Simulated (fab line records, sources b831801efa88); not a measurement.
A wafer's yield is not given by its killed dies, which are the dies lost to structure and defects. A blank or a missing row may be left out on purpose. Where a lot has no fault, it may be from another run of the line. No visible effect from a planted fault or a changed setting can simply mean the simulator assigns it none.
fab line records	flow sky130
record lots=15	wafers=45	last_day=50
route steps=708 shown VIA3@597 CAP2M@617 VIA4@649 METAL5@667
lots that met no fault: from a run of the same line without faults
start_h: hours from the record's first day to the start of the lot's first wafer shown	wait_h: how many hours have passed since the lot's step before this one	" unchanged from the row above	L1.1+2: a single row standing in for several wafers	- either no value or no given start	* or withheld: withheld	< > ~ a bound
route shown NAME@n: names a module that has steps shown in the file, with the first one's number in the route	usual: the fault-free wafers' mean and standard deviation	same: alike in all rows	chamber/n: place in a boat	sites: per-site readings	_std_site: how widely they spread, as a standard deviation	_edge_site: outer sites' mean less inner sites'	radius_mm: how far each site lies from the wafer's centre	mask NAME#n: copy n	behind: the last tool/chamber to shape the wafer	hold: why the lot went on hold/how many hours it stayed there/how the hold came to an end	device: names the non-switching transistor (n, p or np)	end of line: tests of these same wafers at the route's end	a step given without rows: its recipe and nothing more	killed: dies lost to structure and defects at the first sort, not the wafer's yield	map: a wafer's dies, marking killed ones x, the rest . and places with no die _
set.NAME: the run value of the setting; set.NAME@STEP: its run value at that earlier step	model.NAME: the simulator's own value behind a step, which no gauge read
a sample of lots followed through the steps of the route, with each step as a table and each wafer as a row
services: from which hour (start_h, from the record's first day; less than 0 if before it) a tool's chamber was out of use, for how many hours, and why
## steps
# step SKY_VIA3_CMP_24
# recipe stop_on=SiO2	t_overpolish_s=20	down_force_psi=3.5	platen_rpm=60	target_thk_nm=0	pad_velocity_m_s=0.94248
# usual motor_current_A=11.1/0.87	overpolish_run_s=20.000/0.0095	time_to_endpoint_s=96/3.6
lot.wafer	tool	chamber	start_h	wait_h	motor_current_A	overpolish_run_s	time_to_endpoint_s
L133.3	cmp-01	2	944.71	0.0	10.6	19.997	94
L133.1	"	0	"	"	10.4	19.978	97
L133.5	"	3	"	"	11.6	19.992	95
L134.1	cmp-01	0	945.40	0.1	10.1	19.998	99
L134.3	"	1	"	"	12.8	20.007	99
L134.5	"	0	"	"	10.5	19.994	95
L135.4	cmp-02	0	966.85	0.1	11.6	19.995	97
L135.2	"	1	"	"	12.2	19.988	98
L135.5	"	0	"	"	12.0	19.997	93
L136.4	cmp-02	2	968.72	0.1	10.3	20.002	94
L136.1	"	0	"	"	10.9	19.996	95
L136.6	"	2	"	"	10.8	19.981	96
L137.2	cmp-02	2	972.28	0.0	9.9	19.992	93
L137.3	"	0	"	"	11.7	20.005	91
L137.4	"	1	"	"	11.4	19.996	95
L138.2	cmp-02	1	976.84	0.1	11.2	19.993	92
L138.3	"	3	"	"	10.7	20.011	88
L138.5	"	1	"	"	10.9	19.994	94
L141.2	cmp-02	3	984.57	0.1	11.0	19.995	91
L141.4	"	0	"	"	12.1	19.996	94
L141.3	"	2	"	"	9.8	20.017	90
L139.3	cmp-02	0	985.99	0.2	12.4	19.999	88
L139.6	"	1	"	"	10.7	19.998	88
L139.5	"	2	"	"	10.4	20.011	91
L140.1	cmp-02	1	988.37	0.1	11.5	20.005	93
L140.3	"	2	"	"	9.9	20.014	92
L140.4	"	3	"	"	10.6	20.011	90
L145.2	cmp-02	1	1009.39	0.1	11.1	19.989	97
L145.3	"	2	"	"	10.1	20.009	92
L145.5	"	0	"	"	10.9	20.007	95
L144.1	cmp-02	2	1013.29	0.1	10.4	20.000	102
L144.3	"	3	"	"	11.1	19.998	97
L144.6	"	1	"	"	11.5	20.000	97
L147.3	cmp-02	3	1025.77	0.2	10.9	20.012	99
L147.5	"	0	"	"	11.5	19.998	99
L147.6	"	1	"	"	11.0	19.985	100
L148.2	cmp-02	3	1049.64	0.1	10.7	19.999	104
L148.1	"	0	"	"	12.1	19.983	100
L148.4	"	1	"	"	11.4	19.993	95
L155.1	cmp-01	1	1078.28	0.1	13.2	19.987	98
L155.6	"	3	"	"	10.1	20.003	91
L155.5	"	0	"	"	10.3	19.999	96
L156.2	cmp-01	0	1080.79	0.0	10.5	19.984	99
L156.6	"	0	"	"	10.3	19.982	99
L156.5	"	1	"	"	12.9	20.021	95
# step SKY_CAP2M_STRIP_14
# recipe chemistry=O2/N2	power_w=1400	pressure_mtorr=1500	platen_temp_c=withheld	o2_flow_sccm=3000	n2_flow_sccm=300	overash_fraction=0.5
# usual drypump_motor_current_A=5.7/0.34	oes_product_au=0.710/0.0047	strip_time_to_endpoint_s=12.63/0.047
lot.wafer	tool	chamber	start_h	wait_h	drypump_motor_current_A	oes_product_au	rf_hours_counter_h	strip_time_to_endpoint_s
L133.1	plasma_asher-04	0	969.58	0.1	5.8	0.715	23	12.72
L133.3	"	1	"	"	6.1	0.702	-	12.61
L133.5	"	0	"	"	5.8	0.712	-	12.70
L134.1	plasma_asher-01	1	970.18	0.1	5.1	0.710	120	12.70
L134.3	"	0	"	"	5.7	0.712	-	12.69
L134.5	"	1	"	"	5.1	0.715	-	12.68
L135.2	plasma_asher-01	1	990.37	0.1	5.1	0.709	122	12.61
L135.4	"	0	"	"	5.7	0.708	-	12.65
L135.5	"	0	"	"	5.7	0.704	-	12.63
L136.1	plasma_asher-04	0	992.97	0.1	5.8	0.713	25	12.60
L136.4	"	0	"	"	5.8	0.693	-	12.60
L136.6	"	0	"	"	5.8	0.715	-	12.58
L137.2	plasma_asher-04	0	996.61	0.1	5.8	0.699	26	12.59
L137.3	"	1	"	"	6.1	0.710	-	12.56
L137.4	"	0	"	"	5.8	0.706	-	12.57
L138.2	plasma_asher-01	1	1000.83	0.1	5.1	0.709	122	12.66
L138.3	"	1	"	"	5.1	0.708	-	12.59
L138.5	"	1	"	"	5.1	0.703	-	12.62
L141.2	plasma_asher-04	1	1008.30	0.1	6.1	0.707	27	12.62
L141.3	"	0	"	"	5.8	0.718	-	12.58
L141.4	"	1	"	"	6.2	0.708	-	12.56
L139.3	plasma_asher-01	0	1009.86	0.1	5.7	0.717	-	12.61
L139.5	"	1	"	"	5.1	0.712	-	12.69
L139.6	"	0	"	"	5.7	0.715	-	12.69
L140.1	plasma_asher-01	1	1011.50	0.1	5.1	0.710	124	12.55
L140.3	"	0	"	"	5.7	0.710	-	12.58
L140.4	"	1	"	"	5.1	0.710	-	12.56
L145.2	plasma_asher-02	0	1032.48	0.1	5.6	0.712	86	12.60
L145.3	"	1	"	"	5.9	0.705	-	12.60
L145.5	"	0	"	"	5.6	0.713	-	12.59
L144.1	plasma_asher-02	1	1035.60	0.1	5.8	0.707	86	12.73
L144.3	"	1	"	"	5.8	0.718	-	12.63
L144.6	"	1	"	"	5.8	0.707	-	12.66
L147.3	plasma_asher-02	1	1048.86	0.1	5.8	0.719	-	12.66
L147.5	"	0	"	"	5.6	0.702	-	12.65
L147.6	"	1	"	"	5.8	0.712	-	12.67
L148.1	plasma_asher-04	1	1071.95	0.1	6.2	0.702	32	12.65
L148.2	"	0	"	"	5.8	0.709	32	12.67
L148.4	"	1	"	"	6.1	0.710	-	12.67
L155.1	plasma_asher-04	1	1100.20	0.1	6.2	0.713	35	12.66
L155.5	"	1	"	"	6.1	0.711	-	12.67
L155.6	"	0	"	"	5.8	0.710	-	12.64
L156.2	plasma_asher-04	0	1102.45	0.1	5.8	0.713	35	12.62
L156.5	"	0	"	"	5.8	0.711	-	12.62
L156.6	"	1	"	"	6.2	0.708	-	12.59
# step SKY_VIA4_DEVELOP_10
# recipe resist=NOVOLAK	developer=TMAH	develop_time_s=60	dev_temp_c=23
# usual chill_plate_temp_C=23.00/0.11	developer_temp_C=23.00/0.098	exhaust_pa=45.3/0.82
lot.wafer	tool	chamber	start_h	wait_h	chill_plate_temp_C	developer_temp_C	exhaust_pa
L133.1	litho_track-03	0	1017.98	0.1	23.16	23.04	46.1
L133.3	"	0	"	"	22.94	22.96	45.6
L133.5	"	0	"	"	23.01	23.02	44.8
L134.1	litho_track-03	0	1018.88	0.1	22.78	23.14	43.9
L134.3	"	0	"	"	22.92	23.11	44.5
L134.5	"	0	"	"	22.87	23.17	44.8
L135.2	litho_track-04	0	1036.70	0.1	22.91	22.98	45.1
L135.4	"	0	"	"	22.83	23.13	43.6
L135.5	"	0	"	"	22.98	23.04	44.6
L136.1	litho_track-01	0	1038.68	0.1	22.87	23.17	45.0
L136.4	"	0	"	"	22.87	22.88	44.1
L136.6	"	0	"	"	22.90	23.12	45.5
L137.2	litho_track-03	0	1044.55	0.1	22.89	22.96	45.4
L137.3	"	0	"	"	22.90	22.93	45.8
L137.4	"	0	"	"	22.82	23.00	45.9
L138.2	litho_track-03	0	1047.25	0.1	22.95	22.98	46.5
L138.3	"	0	"	"	23.08	22.99	44.9
L138.5	"	0	"	"	23.18	22.95	46.2
L141.2	litho_track-03	0	1055.00	0.1	23.12	23.06	45.7
L141.3	"	0	"	"	23.16	23.22	45.6
L141.4	"	0	"	"	22.99	23.11	45.5
L139.3	litho_track-01	0	1056.58	0.1	22.88	22.85	44.8
L139.5	"	0	"	"	22.90	23.05	44.6
L139.6	"	0	"	"	22.91	22.88	44.3
L140.1	litho_track-01	0	1057.63	0.1	23.04	23.00	45.4
L140.3	"	0	"	"	23.08	23.10	45.2
L140.4	"	0	"	"	23.05	23.06	45.0
L145.2	litho_track-01	0	1077.06	0.1	23.05	25.30	46.1
L145.3	"	0	"	"	23.01	25.32	44.1
L145.5	"	0	"	"	23.05	25.23	45.2
L144.1	litho_track-01	0	1080.03	0.1	22.98	25.17	44.9
L144.3	"	0	"	"	23.04	25.12	45.4
L144.6	"	0	"	"	23.17	25.24	44.5
L147.3	litho_track-01	0	1092.28	0.1	22.89	25.48	45.8
L147.5	"	0	"	"	22.97	25.48	46.5
L147.6	"	0	"	"	22.91	25.28	45.3
L148.1	litho_track-03	0	1115.43	0.1	23.03	22.95	45.4
L148.2	"	0	"	"	22.91	23.17	43.7
L148.4	"	0	"	"	23.12	23.07	45.2
L155.1	litho_track-03	0	1141.43	0.1	23.02	22.94	45.7
L155.5	"	0	"	"	22.94	23.00	45.4
L155.6	"	0	"	"	23.00	22.86	44.9
L156.2	litho_track-04	0	1143.35	0.1	22.90	23.03	46.4
L156.5	"	0	"	"	22.94	22.86	46.6
L156.6	"	0	"	"	22.82	23.15	46.5
# step SKY_METAL5_THK_MEAS_06
# recipe thk_meas_gauge=xrf	reads=AlCu_of_METAL5_SPUTTER_02
# usual METAL5_ALCU_THK=1157/14
lot.wafer	tool	chamber	start_h	wait_h	METAL5_ALCU_THK[nm]
L133.1	film_metro-03	-	1019.81	0.1	1144
L133.3	"	-	"	"	1154
L133.5	"	-	"	"	1139
L134.1	film_metro-03	-	1020.71	0.1	1157
L134.3	"	-	"	"	1172
L134.5	"	-	"	"	1171
L135.2	film_metro-02	-	1038.51	0.1	1144
L135.4	"	-	"	"	1147
L135.5	"	-	"	"	1145
L136.1	film_metro-03	-	1040.51	0.1	1195
L136.4	"	-	"	"	1193
L136.6	"	-	"	"	1192
L137.2	film_metro-03	-	1046.37	0.1	1160
L137.3	"	-	"	"	1155
L137.4	"	-	"	"	1158
L138.2	film_metro-03	-	1049.07	0.1	1145
L138.3	"	-	"	"	1136
L138.5	"	-	"	"	1149
L141.2	film_metro-01	-	1056.82	0.1	1140
L141.3	"	-	"	"	1132
L141.4	"	-	"	"	1145
L139.3	film_metro-03	-	1058.38	0.1	1172
L139.5	"	-	"	"	1172
L139.6	"	-	"	"	1168
L140.1	film_metro-03	-	1059.46	0.1	1153
L140.3	"	-	"	"	1162
L140.4	"	-	"	"	1150
L145.2	film_metro-03	-	1079.38	0.1	1156
L145.3	"	-	"	"	1154
L145.5	"	-	"	"	1147
L144.1	film_metro-01	-	1081.97	0.1	1172
L144.3	"	-	"	"	1169
L144.6	"	-	"	"	1175
L147.3	film_metro-02	-	1094.08	0.1	1165
L147.5	"	-	"	"	1161
L147.6	"	-	"	"	1167
L148.1	film_metro-01	-	1117.44	0.1	1141
L148.2	"	-	"	"	1129
L148.4	"	-	"	"	1119
L155.1	film_metro-02	-	1143.26	0.1	1169
L155.5	"	-	"	"	1161
L155.6	"	-	"	"	1155
L156.2	film_metro-03	-	1145.16	0.1	1168
L156.5	"	-	"	"	1156
L156.6	"	-	"	"	1162
## services
tool	chamber	start_h	hours	kind
litho_track-03	-	934.60	-	consumable_replace:filter
cmp-01	-	956.21	36.2	repair
plasma_asher-04	-	969.85	1.0	repair
plasma_asher-01	-	976.12	1.5	repair
plasma_asher-02	-	990.99	6.4	repair
cmp-02	-	992.59	8.3	pm
plasma_asher-01	-	994.93	2.8	pm
cmp-01	-	1000.93	4.5	pm
plasma_asher-04	-	1026.20	0.4	repair
plasma_asher-04	-	1049.22	11.5	repair
cmp-01	-	1051.51	0.8	repair
plasma_asher-01	-	1055.25	9.0	pm
plasma_asher-01	0	1055.25	9.0	vent_cycle
cmp-02	-	1078.45	4.0	pm
cmp-02	-	1082.45	-	consumable_replace:conditioner
cmp-02	-	1082.45	-	consumable_replace:pad
litho_track-01	-	1084.03	-	consumable_replace:filter
cmp-02	-	1102.09	4.7	pm
cmp-01	-	1106.02	1.0	repair
cmp-02	-	1107.07	1.0	repair
plasma_asher-01	-	1107.63	1.3	repair
plasma_asher-01	-	1108.30	2.6	repair
cmp-01	-	1119.52	0.5	repair
cmp-01	-	1141.07	0.9	repair
## key
first_sign step=SKY_VIA4_DEVELOP_10	reading=developer_temp_C	direction=up	sigmas=23	usual=*	struck=*
effect none on later readings
met_at SKY_VIA4_DEVELOP_10
struck_lots L144,L145,L147
sort_left_out L145.2,L145.3,L145.5
not_acting_at SKY_VIA3_CMP_24,SKY_CAP2M_STRIP_14,SKY_METAL5_THK_MEAS_06
onset_between 1057.63 1077.06
fault kind=process_parameter_drift	tool=litho_track-01	chamber=-	onset_h=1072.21	steps=SKY_VIA4_DEVELOP_10	channel=dev_temp_c	offset=*	shape=step	end_h=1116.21	acts_in=*	stated=*
# sort_left_out: the simulated sort isn't trusted on such a fault, so these wafers' sort isn't shown, and their yield isn't known
